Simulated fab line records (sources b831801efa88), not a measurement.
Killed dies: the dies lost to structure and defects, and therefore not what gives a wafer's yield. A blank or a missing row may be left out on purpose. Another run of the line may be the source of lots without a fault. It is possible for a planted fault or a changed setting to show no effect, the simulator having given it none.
fab line records	flow sky130	part 1 of 2: steps 1 to 23 of 33
[record] lots = 5	wafers = 15	lastDay = 50
route steps=708 shown SONOS_ONO@169 GATE_OXIDE@187
lots with no fault: from the same line, run without faults
startH: hours from the record's first day to the start of the lot's first wafer shown	waitH: how many hours have passed since the lot's step before this one	" same as the row above	L1.1+2: a single row standing in for several wafers	- either no value or no given start	* or withheld: withheld	< > ~ a bound
route shown NAME@n: a module of which the file shows steps, and the number in the route of the first	usual: average and standard deviation across the fault-free wafers	same: alike in all rows	chamber/n: place in a boat	sites: readings site by site	_std_site: standard deviation across them	_edge_site: the outer-site mean with the inner-site mean subtracted	radiusMm: how far each site lies from the wafer's centre	mask NAME#n: copy n	behind: tool/chamber where the wafer was last shaped	hold: the reason the lot was held/the length of the hold in hours/how it ended	device: whichever transistor did not switch (one of n, p or np)	end of line: tests of these same wafers at the route's end	a step with no rows: only its recipe	killed: the dies lost at the first sort to structure and to defects; this is not the yield of the wafer	map: the dies of a wafer, with x for killed, . for not killed, _ for no die there
set.NAME: the setting the step ran with; set.NAME@STEP: the setting that earlier step ran with	model.NAME: the simulator's own value behind a step, which no gauge read
a table for each step, a row for each wafer; lots at some steps of the route
services: when a tool's chamber went out of use (startH, in hours from the record's first day, below 0 if earlier), for how many hours, and the reason
[[steps]]
[step SKY_SONOS_ONO_THK_MEAS_01]
[recipe] reads = SiO2_of_SONOS_ONO_OXIDATION_00
[usual] SONOS_ONO_OXIDATION_THK = 2.60/0.06
lot.wafer	tool	chamber	startH	waitH	SONOS_ONO_OXIDATION_THK[nm]
L076.1	filmMetro-04	-	270.05	0.0	2.60
L076.3	"	-	"	"	2.61
L076.4	"	-	"	"	2.62
L079.1	filmMetro-02	-	289.37	0.0	2.56
L079.3	"	-	"	"	2.59
L079.6	"	-	"	"	2.65
L083.1	filmMetro-02	-	320.39	0.0	2.59
L083.4	"	-	"	"	2.54
L083.6	"	-	"	"	2.60
L089.3	filmMetro-04	-	373.77	0.0	2.55
L089.5	"	-	"	"	2.54
L089.6	"	-	"	"	2.56
L096.2	filmMetro-04	-	423.84	0.0	2.67
L096.5	"	-	"	"	2.59
L096.6	"	-	"	"	2.57
[step SKY_SONOS_ONO_CVD_02]
[recipe] material = Si3N4	precursor = DCS/NH3	targetThkNm = 10.5	tempC = 770	timeS = 180	pressureMtorr = 250
[usual] pressureMtorr = 250.1/0.47	spikeTcCentreC = 770.0/1.1	spikeTcLowerC = 770.2/0.98
lot.wafer	tool	chamber	startH	waitH	pressureMtorr	spikeTcCentreC	spikeTcLowerC
L076.1	lpcvd-02	1	270.77	0.7	249.6	770.8	768.6
L076.3	"	1	"	"	249.7	769.7	769.5
L076.4	"	1	"	"	249.5	770.3	770.6
L079.1	lpcvd-02	1	289.43	0.1	250.2	768.4	772.1
L079.3	"	1	"	"	249.8	770.6	770.1
L079.6	"	1	"	"	249.6	770.7	768.7
L083.1	lpcvd-02	0	321.20	0.8	249.2	770.4	770.1
L083.4	"	0	"	"	249.5	769.6	770.6
L083.6	"	0	"	"	250.4	770.6	771.0
L089.3	lpcvd-02	1	375.22	1.4	250.5	768.1	770.0
L089.5	"	1	"	"	250.2	768.3	770.9
L089.6	"	1	"	"	250.3	769.7	771.1
L096.2	lpcvd-02	0	425.81	2.0	250.1	769.8	770.0
L096.5	"	0	"	"	249.6	772.0	770.3
L096.6	"	0	"	"	249.8	769.2	771.2
[step SKY_SONOS_ONO_THK_MEAS_03]
[recipe] reads = Si3N4_of_SONOS_ONO_CVD_02
[usual] SONOS_ONO_CVD_02_THK = 10.55/0.17
lot.wafer	tool	chamber	startH	waitH	SONOS_ONO_CVD_02_THK[nm]
L076.1	filmMetro-04	-	271.82	0.0	10.53
L076.3	"	-	"	"	10.49
L076.4	"	-	"	"	10.40
L079.1	filmMetro-04	-	290.48	0.0	10.55
L079.3	"	-	"	"	10.62
L079.6	"	-	"	"	10.71
L083.1	filmMetro-01	-	322.25	0.0	10.67
L083.4	"	-	"	"	10.64
L083.6	"	-	"	"	10.68
L089.3	filmMetro-02	-	376.82	0.0	10.60
L089.5	"	-	"	"	10.30
L089.6	"	-	"	"	10.45
L096.2	filmMetro-04	-	426.87	0.0	10.57
L096.5	"	-	"	"	10.61
L096.6	"	-	"	"	10.60
[step SKY_SONOS_ONO_CVD_04]
[recipe] material = SiO2	precursor = SiH4/N2O	targetThkNm = 5.7199	tempC = 900	pressureMtorr = 400
[usual] pressureMtorr = 400.0/0.72	spikeTcCentreC = 900.8/1	spikeTcLowerC = 901.7/0.94
lot.wafer	tool	chamber	startH	waitH	pressureMtorr	spikeTcCentreC	spikeTcLowerC
L076.1	lpcvd-03	0	271.88	0.1	400.4	900.6	901.1
L076.3	"	0	"	"	399.2	900.9	901.0
L076.4	"	0	"	"	399.4	900.3	901.6
L079.1	lpcvd-03	1	290.54	0.1	401.1	902.3	901.9
L079.3	"	1	"	"	400.7	901.6	899.3
L079.6	"	1	"	"	399.7	900.2	901.5
L083.1	lpcvd-03	0	322.31	0.1	399.5	899.3	901.7
L083.4	"	0	"	"	400.8	900.3	900.8
L083.6	"	0	"	"	400.5	900.0	903.1
L089.3	lpcvd-03	1	376.86	0.0	399.0	901.3	900.8
L089.5	"	1	"	"	400.0	901.3	900.6
L089.6	"	1	"	"	400.5	901.2	902.4
L096.2	lpcvd-03	0	426.92	0.0	399.6	899.0	901.0
L096.5	"	0	"	"	398.6	899.7	902.2
L096.6	"	0	"	"	399.1	899.1	900.6
[step SKY_SONOS_ONO_THK_MEAS_05]
[recipe] reads = SiO2_of_SONOS_ONO_CVD_04
[usual] SONOS_ONO_CVD_04_THK = 5.71/0.11
lot.wafer	tool	chamber	startH	waitH	SONOS_ONO_CVD_04_THK[nm]
L076.1	filmMetro-02	-	273.75	0.0	5.72
L076.3	"	-	"	"	5.63
L076.4	"	-	"	"	5.65
L079.1	filmMetro-01	-	292.42	0.0	5.72
L079.3	"	-	"	"	5.68
L079.6	"	-	"	"	5.72
L083.1	filmMetro-02	-	323.56	0.0	5.85
L083.4	"	-	"	"	5.93
L083.6	"	-	"	"	5.80
L089.3	filmMetro-02	-	378.13	0.0	5.81
L089.5	"	-	"	"	5.78
L089.6	"	-	"	"	5.82
L096.2	filmMetro-04	-	428.18	0.0	5.83
L096.5	"	-	"	"	5.80
L096.6	"	-	"	"	5.73
[step SKY_SONOS_ONO_DEHYDRATE_06]
[recipe] tempC = 200	timeS = 60
[usual] resistLineTempC = 22.99/0.12
lot.wafer	tool	chamber	startH	waitH	resistLineTempC
L076.1	lithoTrack-01	0	285.28	11.5	22.79
L076.3	"	0	"	"	22.87
L076.4	"	0	"	"	22.95
L079.1	lithoTrack-04	0	304.33	11.9	22.86
L079.3	"	0	"	"	22.99
L079.6	"	0	"	"	22.89
L083.1	lithoTrack-04	0	335.38	11.8	22.86
L083.4	"	0	"	"	22.95
L083.6	"	0	"	"	22.81
L089.3	lithoTrack-02	0	391.53	13.4	23.14
L089.5	"	0	"	"	23.01
L089.6	"	0	"	"	22.84
L096.2	lithoTrack-01	0	442.85	14.7	23.14
L096.5	"	0	"	"	23.00
L096.6	"	0	"	"	23.18
[step SKY_SONOS_ONO_HMDS_07]
[recipe] primeTimeS = 60	primeTempC = 120
[usual] resistLineTempC = 23.00/0.11
lot.wafer	tool	chamber	startH	waitH	resistLineTempC
L076.1	lithoTrack-01	0	285.43	0.1	23.04
L076.3	"	0	"	"	22.86
L076.4	"	0	"	"	22.85
L079.1	lithoTrack-04	0	304.48	0.1	22.97
L079.3	"	0	"	"	22.97
L079.6	"	0	"	"	22.94
L083.1	lithoTrack-04	0	335.53	0.1	22.98
L083.4	"	0	"	"	22.97
L083.6	"	0	"	"	22.89
L089.3	lithoTrack-02	0	391.68	0.1	22.85
L089.5	"	0	"	"	22.96
L089.6	"	0	"	"	23.02
L096.2	lithoTrack-01	0	443.00	0.1	22.98
L096.5	"	0	"	"	22.99
L096.6	"	0	"	"	23.10
[step SKY_SONOS_ONO_COAT_08]
[recipe] resist = NOVOLAK	spinRpm = 3000	resistThkNm = 1140
[usual] resistLineTempC = 22.98/0.11
lot.wafer	tool	chamber	startH	waitH	resistLineTempC
L076.1	lithoTrack-01	0	285.58	0.1	22.94
L076.3	"	0	"	"	22.92
L076.4	"	0	"	"	22.87
L079.1	lithoTrack-04	0	304.63	0.1	22.89
L079.3	"	0	"	"	22.74
L079.6	"	0	"	"	22.93
L083.1	lithoTrack-04	0	335.68	0.1	23.07
L083.4	"	0	"	"	23.10
L083.6	"	0	"	"	23.07
L089.3	lithoTrack-02	0	391.83	0.1	23.04
L089.5	"	0	"	"	23.08
L089.6	"	0	"	"	23.01
L096.2	lithoTrack-01	0	443.15	0.1	22.90
L096.5	"	0	"	"	22.71
L096.6	"	0	"	"	22.82
[step SKY_SONOS_ONO_SOFTBAKE_09]
[recipe] tempC = 90	timeS = 60	resist = NOVOLAK
[usual] resistLineTempC = 23.00/0.1
lot.wafer	tool	chamber	startH	waitH	resistLineTempC
L076.1	lithoTrack-01	0	285.73	0.1	23.00
L076.3	"	0	"	"	23.11
L076.4	"	0	"	"	23.01
L079.1	lithoTrack-04	0	304.78	0.1	22.83
L079.3	"	0	"	"	22.86
L079.6	"	0	"	"	22.90
L083.1	lithoTrack-04	0	335.83	0.1	22.80
L083.4	"	0	"	"	22.67
L083.6	"	0	"	"	22.91
L089.3	lithoTrack-02	0	391.98	0.1	23.09
L089.5	"	0	"	"	23.05
L089.6	"	0	"	"	23.04
L096.2	lithoTrack-01	0	443.30	0.1	23.03
L096.5	"	0	"	"	22.88
L096.6	"	0	"	"	23.02
[step SKY_SONOS_ONO_EXPOSE_10]
[recipe] maskId = ONOM	targetCdNm = 410	na = 0.6	sourceShape = conventional	sigmaOuter = 0.6	doseMj = 150
[usual] stageVelMmS = 500.04/0.26
[same] na = 0.6
lot.wafer	tool	chamber	startH	waitH	mask	stageVelMmS
L076.1	ilineStepper-01	0	-	-	ONOM#0	500.36
L076.3	"	0	"	"	ONOM#0	499.97
L076.4	"	0	"	"	ONOM#0	500.63
L079.1	ilineStepper-02	0	-	-	ONOM#0	500.22
L079.3	"	0	"	"	ONOM#0	500.03
L079.6	"	0	"	"	ONOM#0	499.87
L083.1	ilineStepper-01	0	-	-	ONOM#0	500.62
L083.4	"	0	"	"	ONOM#0	500.58
L083.6	"	0	"	"	ONOM#0	500.81
L089.3	ilineStepper-02	0	-	-	ONOM#0	500.17
L089.5	"	0	"	"	ONOM#0	500.17
L089.6	"	0	"	"	ONOM#0	499.76
L096.2	ilineStepper-01	0	-	-	ONOM#0	499.49
L096.5	"	0	"	"	ONOM#0	499.87
L096.6	"	0	"	"	ONOM#0	499.70
[step SKY_SONOS_ONO_PEB_11]
[recipe] tempC = withheld	timeS = *	resist = NOVOLAK
[usual] resistLineTempC = *
lot.wafer	tool	chamber	startH	waitH	resistLineTempC
L076.1	lithoTrack-02	0	-	-	*
L076.3	"	0	"	"	*
L076.4	"	0	"	"	*
L079.1	lithoTrack-02	0	-	-	*
L079.3	"	0	"	"	*
L079.6	"	0	"	"	*
L083.1	lithoTrack-02	0	-	-	*
L083.4	"	0	"	"	*
L083.6	"	0	"	"	*
L089.3	lithoTrack-04	0	-	-	*
L089.5	"	0	"	"	*
L089.6	"	0	"	"	*
L096.2	lithoTrack-02	0	-	-	*
L096.5	"	0	"	"	*
L096.6	"	0	"	"	*
[step SKY_SONOS_ONO_DEVELOP_12]
[recipe] developTimeS = 60	devTempC = 23
[usual] resistLineTempC = 23.02/0.11
[same] developTimeS = 60
lot.wafer	tool	chamber	startH	waitH	resistLineTempC
L076.1	lithoTrack-02	0	298.38	0.1	23.03
L076.3	"	0	"	"	23.03
L076.4	"	0	"	"	22.89
L079.1	lithoTrack-02	0	317.98	0.1	23.03
L079.3	"	0	"	"	22.93
L079.6	"	0	"	"	23.02
L083.1	lithoTrack-02	0	349.53	0.1	22.97
L083.4	"	0	"	"	23.08
L083.6	"	0	"	"	23.00
L089.3	lithoTrack-04	0	406.98	0.1	23.29
L089.5	"	0	"	"	23.04
L089.6	"	0	"	"	23.22
L096.2	lithoTrack-02	0	458.90	0.1	22.85
L096.5	"	0	"	"	22.96
L096.6	"	0	"	"	22.86
[step SKY_SONOS_ONO_CD_MEAS_13]
[recipe] targetCdNm = 410
[usual] cdNm = 410.4/1.9
lot.wafer	tool	chamber	startH	waitH	cdNm
L076.1	cdSem-01	-	298.53	0.1	409.4
L076.3	"	-	"	"	408.8
L076.4	"	-	"	"	409.8
L079.1	cdSem-01	-	318.13	0.1	411.8
L079.3	"	-	"	"	412.4
L079.6	"	-	"	"	413.3
L083.1	cdSem-02	-	349.68	0.1	408.3
L083.4	"	-	"	"	409.7
L083.6	"	-	"	"	406.5
L089.3	cdSem-02	-	407.12	0.1	411.0
L089.5	"	-	"	"	410.7
L089.6	"	-	"	"	411.3
L096.2	cdSem-02	-	459.05	0.1	411.9
L096.5	"	-	"	"	411.0
L096.6	"	-	"	"	412.4
[step SKY_SONOS_ONO_OVL_MEAS_14]
[usual] SONOS_ONO_OVL = -0.7/1.3
lot.wafer	tool	chamber	startH	waitH	SONOS_ONO_OVL[nm]
L076.1	overlay-01	-	298.65	0.1	-2.5
L076.3	"	-	"	"	-0.3
L076.4	"	-	"	"	-0.5
L079.1	overlay-01	-	318.27	0.1	-0.7
L079.3	"	-	"	"	-0.8
L079.6	"	-	"	"	-0.8
L083.1	overlay-02	-	349.80	0.1	-0.9
L083.4	"	-	"	"	0.5
L083.6	"	-	"	"	-0.5
L089.3	overlay-02	-	407.21	0.1	-1.4
L089.5	"	-	"	"	-0.6
L089.6	"	-	"	"	2.2
L096.2	overlay-01	-	459.16	0.1	-2.1
L096.5	"	-	"	"	0.1
L096.6	"	-	"	"	0.0
[step SKY_SONOS_ONO_ETCH_15]
[recipe] targetDepthNm = 19.52	chemistry = CHF3/O2	sourceW = 600	biasW = 200	pressureMtorr = 40	chf3FlowSccm = 50	O2_flow_sccm = 5	timeS = 7.8
[usual] drypumpMotorCurrentA = 5.7/0.45	oesProductAu = 1.002/0.014	throttleValvePct = 8.824/0.01
lot.wafer	tool	chamber	startH	waitH	drypumpMotorCurrentA	oesProductAu	rfHoursCounterH	throttleValvePct
L076.1	rieDiel-04	0	298.69	0.0	5.3	0.994	12	8.820
L076.3	"	3	"	"	5.0	1.016	4	8.821
L076.4	"	2	"	"	6.0	1.023	47	8.832
L079.1	rieDiel-04	3	318.30	0.0	5.0	1.007	4	8.836
L079.3	"	0	"	"	5.3	0.982	12	8.805
L079.6	"	3	"	"	5.0	1.008	-	8.818
L083.1	rieDiel-01	0	349.84	0.0	5.8	0.998	1	8.817
L083.4	"	3	"	"	5.2	1.000	7	8.844
L083.6	"	3	"	"	5.2	0.987	-	8.816
L089.3	rieDiel-03	1	407.23	0.0	6.3	0.999	31	8.841
L089.5	"	2	"	"	6.2	0.983	-	8.832
L089.6	"	3	"	"	6.0	1.006	-	8.829
L096.2	rieDiel-03	0	459.19	0.0	6.3	0.976	24	8.817
L096.5	"	0	"	"	6.2	0.991	-	8.805
L096.6	"	1	"	"	6.3	0.993	-	8.828
[step SKY_SONOS_ONO_WET_ETCH_16]
[recipe] chemistry = dHF	targetDepthNm = 14	dry = n2Spin	target = SiO2	dilution = 100:1	tempC = 25	timeS = 280
[usual] bathHeatDutyPct = 6.6/0.88
lot.wafer	tool	chamber	startH	waitH	bathHeatDutyPct
L076.1	wetBench-01	3	298.71	0.0	7.6
L076.3	"	3	"	"	7.2
L076.4	"	3	"	"	6.9
L079.1	wetBench-03	3	318.32	0.0	7.1
L079.3	"	3	"	"	6.6
L079.6	"	3	"	"	7.5
L083.1	wetBench-04	0	349.86	0.0	5.5
L083.4	"	0	"	"	5.7
L083.6	"	0	"	"	5.9
L089.3	wetBench-04	3	407.25	0.0	5.6
L089.5	"	3	"	"	5.1
L089.6	"	3	"	"	5.0
L096.2	wetBench-01	3	459.21	0.0	7.1
L096.5	"	3	"	"	6.7
L096.6	"	3	"	"	7.0
[step SKY_SONOS_ONO_STRIP_17]
[recipe] chemistry = O2/N2	powerW = 1400	pressureMtorr = 1500	platenTempC = withheld	o2FlowSccm = 3000	n2FlowSccm = 300	overashFraction = 0.5
[usual] drypumpMotorCurrentA = 5.7/0.62	oesProductAu = 0.710/0.0044	stripTimeToEndpointS = 14.09/0.039
lot.wafer	tool	chamber	startH	waitH	drypumpMotorCurrentA	oesProductAu	rfHoursCounterH	stripTimeToEndpointS
L076.1	plasmaAsher-01	1	298.79	0.0	5.5	0.711	15	14.09
L076.3	"	0	"	"	6.2	0.706	-	14.07
L076.4	"	1	"	"	5.5	0.709	-	14.10
L079.1	plasmaAsher-02	1	318.42	0.0	5.2	0.710	65	14.14
L079.3	"	1	"	"	5.2	0.708	-	14.14
L079.6	"	1	"	"	5.2	0.709	-	14.15
L083.1	plasmaAsher-04	0	349.94	0.0	6.5	0.707	65	14.10
L083.4	"	0	"	"	6.5	0.709	-	14.16
L083.6	"	0	"	"	6.5	0.701	-	14.16
L089.3	plasmaAsher-04	1	407.38	0.0	4.7	0.709	-	14.03
L089.5	"	1	"	"	4.7	0.711	-	14.03
L089.6	"	0	"	"	6.5	0.717	-	14.02
L096.2	plasmaAsher-02	1	459.29	0.0	5.2	0.713	2	14.04
L096.5	"	1	"	"	5.2	0.711	-	14.05
L096.6	"	0	"	"	6.2	0.713	-	14.06
[step SKY_SONOS_ONO_WET_ETCH_18]
[recipe] chemistry = H3PO4	targetDepthNm = 15	target = Si3N4	tempC = 160	timeS = 172
[usual] bathHeatDutyPct = 27.8/2.8
lot.wafer	tool	chamber	startH	waitH	bathHeatDutyPct
L076.1	wetBench-03	0	298.89	0.1	24.3
L076.3	"	0	"	"	24.4
L076.4	"	0	"	"	25.0
L079.1	wetBench-04	2	318.52	0.1	33.3
L079.3	"	2	"	"	34.0
L079.6	"	2	"	"	32.7
L083.1	wetBench-03	0	350.04	0.1	23.9
L083.4	"	0	"	"	25.0
L083.6	"	0	"	"	23.1
L089.3	wetBench-04	2	407.45	0.0	33.2
L089.5	"	2	"	"	30.8
L089.6	"	2	"	"	30.7
L096.2	wetBench-01	1	459.39	0.1	27.8
L096.5	"	1	"	"	25.4
L096.6	"	1	"	"	24.8
[step SKY_GATE_OXIDE_CLEAN_00]
[recipe] chemistry = SC1/SC2	mix = 1:4:20	tempC = 70	timeS = 150	dry = n2Spin
[usual] bathHeatDutyPct = 13.7/1.5
lot.wafer	tool	chamber	startH	waitH	bathHeatDutyPct
L076.1	wetBench-01	1	298.95	0.0	12.9
L076.3	"	1	"	"	12.7
L076.4	"	1	"	"	12.4
L079.1	wetBench-01	1	318.58	0.0	13.3
L079.3	"	1	"	"	13.1
L079.6	"	1	"	"	12.7
L083.1	wetBench-03	2	350.10	0.0	13.9
L083.4	"	2	"	"	14.8
L083.6	"	2	"	"	13.1
L089.3	wetBench-04	1	407.51	0.0	15.1
L089.5	"	1	"	"	16.0
L089.6	"	1	"	"	15.5
L096.2	wetBench-01	0	459.45	0.0	14.1
L096.5	"	0	"	"	14.0
L096.6	"	0	"	"	15.0
[step SKY_GATE_OXIDE_OXIDATION_01]
[recipe] tempC = 900	ambient = O2	stabiliseS = 600	purgeS = 300	targetThkA = 102.68	oxTimeS = 1473
[usual] spikeTcCentreC = 900.7/0.88	spikeTcLowerC = 899.8/1
lot.wafer	tool	chamber	startH	waitH	spikeTcCentreC	spikeTcLowerC
L076.1	furnace-02	0	299.71	0.7	900.5	900.1
L076.3	"	0	"	"	900.7	900.1
L076.4	"	0	"	"	901.1	898.6
L079.1	furnace-01	0	319.90	1.3	900.9	900.2
L079.3	"	0	"	"	899.9	902.6
L079.6	"	0	"	"	900.1	902.1
L083.1	furnace-02	0	351.01	0.8	902.3	898.4
L083.4	"	0	"	"	900.0	899.9
L083.6	"	0	"	"	899.8	901.3
L089.3	furnace-02	0	409.96	2.4	899.2	899.6
L089.5	"	0	"	"	899.7	898.2
L089.6	"	0	"	"	900.6	899.6
L096.2	furnace-01	0	459.50	0.0	900.7	901.2
L096.5	"	0	"	"	899.2	901.0
L096.6	"	0	"	"	900.9	901.0
[step SKY_GATE_OXIDE_THK_MEAS_02]
[recipe] reads = SiO2_of_GATE_OXIDE_OXIDATION_01
[usual] GATE_OXIDE_OXIDATION_00_THK = 10.31/0.2
lot.wafer	tool	chamber	startH	waitH	GATE_OXIDE_OXIDATION_00_THK[nm]
L076.1	filmMetro-02	-	301.12	0.0	10.21
L076.3	"	-	"	"	10.35
L076.4	"	-	"	"	10.34
L079.1	filmMetro-02	-	321.31	0.0	9.94
L079.3	"	-	"	"	9.97
L079.6	"	-	"	"	9.83
L083.1	filmMetro-01	-	352.42	0.0	10.37
L083.4	"	-	"	"	10.29
L083.6	"	-	"	"	10.34
L089.3	filmMetro-01	-	411.39	0.0	10.39
L089.5	"	-	"	"	10.34
L089.6	"	-	"	"	10.60
L096.2	filmMetro-01	-	460.92	0.0	9.91
L096.5	"	-	"	"	9.90
L096.6	"	-	"	"	10.11
[step SKY_GATE_OXIDE_DEHYDRATE_03]
[recipe] tempC = 200	timeS = 60
[usual] resistLineTempC = 22.99/0.12
lot.wafer	tool	chamber	startH	waitH	resistLineTempC
L076.1	lithoTrack-01	0	313.63	12.5	22.91
L076.3	"	0	"	"	22.94
L076.4	"	0	"	"	23.13
L079.1	lithoTrack-02	0	333.43	12.1	22.77
L079.3	"	0	"	"	22.89
L079.6	"	0	"	"	22.88
L083.1	lithoTrack-02	0	365.33	12.9	22.93
L083.4	"	0	"	"	22.97
L083.6	"	0	"	"	23.15
L089.3	lithoTrack-02	0	425.43	14.0	22.87
L089.5	"	0	"	"	22.76
L089.6	"	0	"	"	22.98
L096.2	lithoTrack-03	0	476.19	15.3	23.04
L096.5	"	0	"	"	23.17
L096.6	"	0	"	"	23.20
[step SKY_GATE_OXIDE_HMDS_04]
[recipe] primeTimeS = 60	primeTempC = 120
[usual] resistLineTempC = 23.01/0.1
lot.wafer	tool	chamber	startH	waitH	resistLineTempC
L076.1	lithoTrack-01	0	313.78	0.1	22.96
L076.3	"	0	"	"	23.01
L076.4	"	0	"	"	22.99
L079.1	lithoTrack-02	0	333.58	0.1	23.01
L079.3	"	0	"	"	22.87
L079.6	"	0	"	"	22.90
L083.1	lithoTrack-02	0	365.48	0.1	23.06
L083.4	"	0	"	"	23.07
L083.6	"	0	"	"	22.98
L089.3	lithoTrack-02	0	425.58	0.1	22.99
L089.5	"	0	"	"	22.95
L089.6	"	0	"	"	23.08
L096.2	lithoTrack-03	0	476.34	0.1	23.01
L096.5	"	0	"	"	22.94
L096.6	"	0	"	"	23.15
